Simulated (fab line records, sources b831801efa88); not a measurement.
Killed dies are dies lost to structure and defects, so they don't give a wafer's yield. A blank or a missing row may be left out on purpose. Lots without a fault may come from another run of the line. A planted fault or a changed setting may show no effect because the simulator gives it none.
fab line records | flow gf180mcu
record lots=13 wafers=36 last_day=34
route steps=602 shown NWELL@51 MVSD@77 LVPWELL@138 V1@360 M2@365
lots that met no fault: from a run of the same line without faults
start_h: hours from the record's first day to the start of the lot's first wafer shown | wait_h: hours since the lot's step before | " the same as in the row above | L1.1+2: a row that stands for several wafers | - no value, or no start given | * or withheld: withheld | < > ~ a bound
route shown NAME@n: a module of which the file shows steps, and the number in the route of the first | usual: mean/standard deviation of fault-free wafers | same: alike in all rows | chamber/n: place in a boat | sites: the reading at each site | _std_site: their standard deviation | _edge_site: outer sites' mean less inner sites' | radius_mm: how far each site lies from the wafer's centre | mask NAME#n: copy n | behind: the tool/chamber that last shaped the wafer | hold: why the lot was held/for how many hours/how that ended | device: the transistor (n, p or np) that didn't switch | end of line: the same wafers' tests at the end of the route | a step without rows: its recipe alone | killed: dies lost to structure and defects at the first sort, not the wafer's yield | map: a wafer's dies, x killed, . not, _ none there
set.NAME: the setting as run; set.NAME@STEP: as run at that earlier step | model.NAME: the simulator's own value behind a step, which no gauge read
steps of the route over a sample of lots; a table a step, a row a wafer
services: from which hour (start_h, from the record's first day; less than 0 if before it) a tool's chamber was out of use, for how many hours, and why
## steps
# step GF_NWELL_IMPLANT_09
# recipe species=P energy_kev=160 dose_cm2=4e+12 tilt_deg=0
# usual beam_on_s=9.99/0.18 faraday_current_uA=22.6/0.41
# columns lot.wafer tool chamber start_h wait_h beam_on_s faraday_current_uA
L955.3 implanter-03 0 56.68 0.1 9.95 22.7
L955.4 " 0 " " 10.22 22.0
L955.6 " 0 " " 9.57 23.5
L958.2 implanter-03 0 71.50 0.1 9.69 23.2
L958.4 " 0 " " 9.97 22.7
L958.6 " 0 " " 9.70 23.3
L959.1 implanter-04 0 78.50 0.1 9.77 23.0
L959.2 " 0 " " 9.96 22.6
L959.5 " 0 " " 10.25 22.0
L960.1 implanter-04 0 82.73 0.1 9.92 22.7
L960.3 " 0 " " 9.86 22.8
L960.4 " 0 " " 10.17 22.3
L961.3 implanter-04 0 86.88 0.1 9.68 23.2
L961.4 " 0 " " 9.81 23.0
L961.5 " 0 " " 10.03 22.4
L962.2 implanter-02 0 93.20 0.1 9.96 22.6
L962.5 " 0 " " 9.98 22.6
L962.6 " 0 " " 9.90 22.8
L963.1 implanter-04 0 98.58 0.1 9.77 23.0
L963.2 " 0 " " 10.04 22.5
L963.5 " 0 " " 9.85 22.9
L964.2 implanter-03 0 103.21 0.1 10.04 22.5
L964.4 " 0 " " 9.48 23.7
L964.5 " 0 " " 10.05 22.4
L965.1 implanter-04 0 110.58 0.1 10.01 22.5
L965.2 " 0 " " 10.17 22.1
L965.4 " 0 " " 9.80 22.9
L967.1 implanter-03 0 120.05 0.1 10.19 22.2
L967.3 " 0 " " 9.92 22.7
L967.6 " 0 " " 9.68 23.3
L971.3 implanter-03 0 143.13 0.1 11.50 19.6
L973.3 implanter-03 0 155.30 0.1 11.49 19.6
L973.6 " 0 " " 9.84 22.9
L978.3 implanter-02 0 186.93 0.1 9.84 22.9
L978.4 " 0 " " 9.81 23.1
L978.6 " 0 " " 10.10 22.4
# step GF_MVSD_TW_MEAS_11
# usual MVSD_TW=1595/9.2
# columns lot.wafer tool chamber start_h wait_h MVSD_TW
L955.3 film_metro-02 - 83.85 0.1 1591
L955.4 " - " " 1589
L955.6 " - " " 1588
L958.2 film_metro-04 - 99.79 0.1 1614
L958.4 " - " " 1603
L958.6 " - " " 1608
L959.1 film_metro-02 - 106.98 0.1 1601
L959.2 " - " " 1593
L959.5 " - " " 1599
L960.1 film_metro-02 - 111.18 0.1 1584
L960.3 " - " " 1582
L960.4 " - " " 1584
L961.3 film_metro-04 - 115.80 0.1 1611
L961.4 " - " " 1607
L961.5 " - " " 1609
L962.2 film_metro-02 - 122.19 0.1 1596
L962.5 " - " " 1601
L962.6 " - " " 1603
L963.1 film_metro-04 - 129.13 0.1 1589
L963.2 " - " " 1597
L963.5 " - " " 1591
L964.2 film_metro-04 - 132.89 0.1 1598
L964.4 " - " " 1598
L964.5 " - " " 1596
L965.1 film_metro-04 - 140.88 0.1 1600
L965.2 " - " " 1598
L965.4 " - " " 1595
L967.1 film_metro-02 - 150.23 0.1 1587
L967.3 " - " " 1592
L967.6 " - " " 1582
L971.3 film_metro-02 - 175.45 0.1 1581
L973.3 film_metro-04 - 188.46 0.1 1606
L973.6 " - " " 1594
L978.3 film_metro-01 - 222.35 0.1 1591
L978.4 " - " " 1585
L978.6 " - " " 1595
# step GF_VT_IMPLANT_RS_MEAS_47
# recipe thk_meas_gauge=four-point-probe
# usual NWELL_RS=487.2/1.2
# columns lot.wafer tool chamber start_h wait_h hold NWELL_RS[ohm/sq]
L955.3 film_metro-01 - 157.55 0.1 - 488.3
L955.4 " - " " - 487.7
L955.6 " - " " - 487.7
L958.2 film_metro-04 - 176.63 0.1 - 487.9
L958.4 " - " " - 487.2
L958.6 " - " " - 486.7
L959.1 film_metro-04 - 184.77 0.1 - 486.2
L959.2 " - " " - 486.9
L959.5 " - " " - 487.0
L960.1 film_metro-01 - 189.81 0.1 - 488.4
L960.3 " - " " - 489.7
L960.4 " - " " - 487.6
L961.3 film_metro-04 - 194.30 0.1 - 484.9
L961.4 " - " " - 486.1
L961.5 " - " " - 484.8
L962.2 film_metro-01 - 202.18 0.1 - 486.5
L962.5 " - " " - 485.5
L962.6 " - " " - 486.4
L963.1 film_metro-04 - 209.21 0.1 - 487.3
L963.2 " - " " - 486.9
L963.5 " - " " - 487.0
L964.2 film_metro-02 - 213.98 0.1 - 487.6
L964.4 " - " " - 487.5
L964.5 " - " " - 486.0
L965.1 film_metro-04 - 224.96 0.1 - 485.5
L965.2 " - " " - 488.5
L965.4 " - " " - 487.8
L967.1 film_metro-02 - 235.27 0.1 - 488.1
L967.3 " - " " - 487.3
L967.6 " - " " - 487.7
L971.3 film_metro-04 - 263.40 0.1 await_dispo/0.2h/release 476.6
L971.3 film_metro-04 - 263.76 0.3 - 475.3
L973.3 film_metro-02 - 279.00 0.1 await_dispo/0.2h/release 477.8
L973.6 " - " " await_dispo/0.2h/release 489.0
L973.3 film_metro-02 - 279.36 0.3 - 478.5
L973.6 " - " " - 488.9
L978.3 film_metro-04 - 319.10 0.1 - 486.3
L978.4 " - " " - 487.7
L978.6 " - " " - 486.3
# step GF_VT_IMPLANT_RS_MEAS_48
# recipe thk_meas_gauge=four-point-probe
# usual LVPWELL_RS=1196/3.2
# columns lot.wafer tool chamber start_h wait_h hold LVPWELL_RS[ohm/sq]
L955.3 film_metro-01 - 157.67 0.1 - 1196
L955.4 " - " " - 1196
L955.6 " - " " - 1196
L958.2 film_metro-04 - 176.75 0.1 - 1197
L958.4 " - " " - 1195
L958.6 " - " " - 1195
L959.1 film_metro-04 - 184.89 0.1 - 1195
L959.2 " - " " - 1199
L959.5 " - " " - 1197
L960.1 film_metro-01 - 189.93 0.1 - 1193
L960.3 " - " " - 1193
L960.4 " - " " - 1194
L961.3 film_metro-04 - 194.42 0.1 - 1198
L961.4 " - " " - 1198
L961.5 " - " " - 1197
L962.2 film_metro-01 - 202.30 0.1 - 1197
L962.5 " - " " - 1197
L962.6 " - " " - 1198
L963.1 film_metro-04 - 209.33 0.1 - 1193
L963.2 " - " " - 1196
L963.5 " - " " - 1197
L964.2 film_metro-02 - 214.10 0.1 - 1191
L964.4 " - " " - 1190
L964.5 " - " " - 1189
L965.1 film_metro-04 - 225.08 0.1 - 1192
L965.2 " - " " - 1191
L965.4 " - " " - 1193
L967.1 film_metro-02 - 235.39 0.1 - 1195
L967.3 " - " " - 1198
L967.6 " - " " - 1194
L971.3 film_metro-04 - 265.25 1.5 await_dispo/1.4h/release 1198
L973.3 film_metro-02 - 282.63 3.3 await_dispo/3.2h/release 1197
L973.6 " - " " await_dispo/3.2h/release 1196
L978.3 film_metro-04 - 319.22 0.1 - 1193
L978.4 " - " " - 1198
L978.6 " - " " - 1202
# step GF_V1_THK_MEAS_25
# recipe thk_meas_gauge=xrf reads=W_of_V1_CVD_23
# usual V1_W_THK=345/4.7
# columns lot.wafer tool chamber start_h wait_h V1_W_THK[nm]
L955.3 film_metro-04 - 411.33 0.1 341
L955.4 " - " " 342
L955.6 " - " " 350
L958.2 film_metro-01 - 439.17 0.1 349
L958.4 " - " " 344
L958.6 " - " " 342
L959.1 film_metro-03 - 449.69 0.1 347
L959.2 " - " " 339
L959.5 " - " " 343
L960.1 film_metro-04 - 458.94 0.1 343
L960.3 " - " " 336
L960.4 " - " " 340
L961.3 film_metro-01 - 461.41 0.1 344
L961.4 " - " " 340
L961.5 " - " " 342
L962.2 film_metro-03 - 466.55 0.1 342
L962.5 " - " " 347
L962.6 " - " " 344
L963.1 film_metro-01 - 485.96 0.1 339
L963.2 " - " " 345
L963.5 " - " " 344
L964.2 film_metro-03 - 487.85 0.1 345
L964.4 " - " " 347
L964.5 " - " " 348
L965.1 film_metro-03 - 502.15 0.1 340
L965.2 " - " " 339
L965.4 " - " " 341
L967.1 film_metro-04 - 518.34 0.1 345
L967.3 " - " " 345
L967.6 " - " " 350
L971.3 film_metro-04 - 545.89 0.1 351
L973.3 film_metro-04 - 565.48 0.1 346
L973.6 " - " " 351
L978.3 film_metro-03 - 611.96 0.1 344
L978.4 " - " " 350
L978.6 " - " " 350
# step GF_M2_SPUTTER_03
# recipe material=Ti target_thk_nm=10 substrate_temp_c=300 chamber_pressure_pa=0.3 power_w=3000 time_s=6.7
# usual throttle_valve_pct=30.2/1
# columns lot.wafer tool chamber start_h wait_h throttle_valve_pct
L955.3 pvd_sputter-03 - 413.26 0.0 31.9
L955.4 " - " " 30.1
L955.6 " - " " 30.9
L958.2 pvd_sputter-02 - 439.68 0.0 30.2
L958.4 " - " " 30.0
L958.6 " - " " 28.7
L959.1 pvd_sputter-03 - 450.21 0.0 32.4
L959.2 " - " " 29.8
L959.5 " - " " 31.0
L960.1 pvd_sputter-01 - 459.46 0.0 31.5
L960.3 " - " " 29.5
L960.4 " - " " 31.4
L961.3 pvd_sputter-03 - 461.91 0.0 29.7
L961.4 " - " " 29.9
L961.5 " - " " 29.8
L962.2 pvd_sputter-03 - 467.06 0.0 29.7
L962.5 " - " " 30.0
L962.6 " - " " 31.0
L963.1 pvd_sputter-01 - 486.50 0.0 31.3
L963.2 " - " " 29.7
L963.5 " - " " 29.5
L964.2 pvd_sputter-01 - 488.36 0.0 29.6
L964.4 " - " " 30.8
L964.5 " - " " 31.2
L965.1 pvd_sputter-02 - 502.67 0.0 29.8
L965.2 " - " " 28.5
L965.4 " - " " 29.0
L967.1 pvd_sputter-01 - 518.86 0.0 29.5
L967.3 " - " " 30.7
L967.6 " - " " 31.6
L971.3 pvd_sputter-01 - 546.39 0.0 31.4
L973.3 pvd_sputter-03 - 565.98 0.0 29.2
L973.6 " - " " 30.9
L978.3 pvd_sputter-03 - 612.46 0.0 30.8
L978.4 " - " " 29.6
L978.6 " - " " 31.0
## services
# columns tool chamber start_h hours kind
pvd_sputter-01 - 49.25 3.2 repair
implanter-03 - 84.95 5.9 repair
implanter-03 - 108.42 3.7 pm
implanter-04 - 115.04 11.6 repair
implanter-04 - 135.41 5.5 repair
pvd_sputter-03 - 278.44 1.1 repair
implanter-02 - 283.52 4.5 pm
implanter-04 - 316.81 6.3 pm
pvd_sputter-02 - 337.11 0.6 repair
implanter-02 - 352.74 3.3 repair
implanter-03 - 365.37 0.8 repair
implanter-02 - 369.37 2.8 repair
implanter-02 - 378.80 1.1 repair
implanter-04 - 382.40 4.3 repair
pvd_sputter-01 - 397.91 6.1 repair
implanter-03 - 455.92 2.4 repair
implanter-04 - 476.94 2.5 repair
implanter-03 - 526.12 4.9 pm
implanter-04 - 539.44 3.4 pm
implanter-02 - 565.97 5.1 repair
implanter-04 - 578.59 3.9 repair
implanter-04 - 589.52 8.4 repair
implanter-03 - 589.64 4.2 repair
implanter-03 - 597.47 4.9 pm
## key
first_sign step=GF_NWELL_IMPLANT_09 reading=beam_on_s direction=up sigmas=8.2 usual=9.99 struck=11.50
effect step=GF_NWELL_IMPLANT_09 reading=faraday_current_uA direction=down sigmas=7.3 usual=22.6 struck=19.6
effect step=GF_VT_IMPLANT_RS_MEAS_47 reading=NWELL_RS direction=down sigmas=8.6 usual=487.2 struck=477.2
met_at GF_NWELL_IMPLANT_09
struck_lots L971,L973
struck_wafers L971.3,L973.3
tester_left_out L971,L973
not_acting_at GF_MVSD_TW_MEAS_11,GF_V1_THK_MEAS_25,GF_M2_SPUTTER_03
onset_between 120.05 143.13
fault kind=process_parameter_drift tool=implanter-03 chamber=- onset_h=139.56 steps=GF_NWELL_IMPLANT_09 channel=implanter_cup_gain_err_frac offset=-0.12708 shape=step end_h=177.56 scope=struck_wafers_only
# tester_left_out: of these lots the tester's yield and bins aren't shown, on N5 and GAA mostly nor the transistor test; their killed dies are dies lost to structure and defects alone, not to doping, threshold or leakage, so they don't give the yield
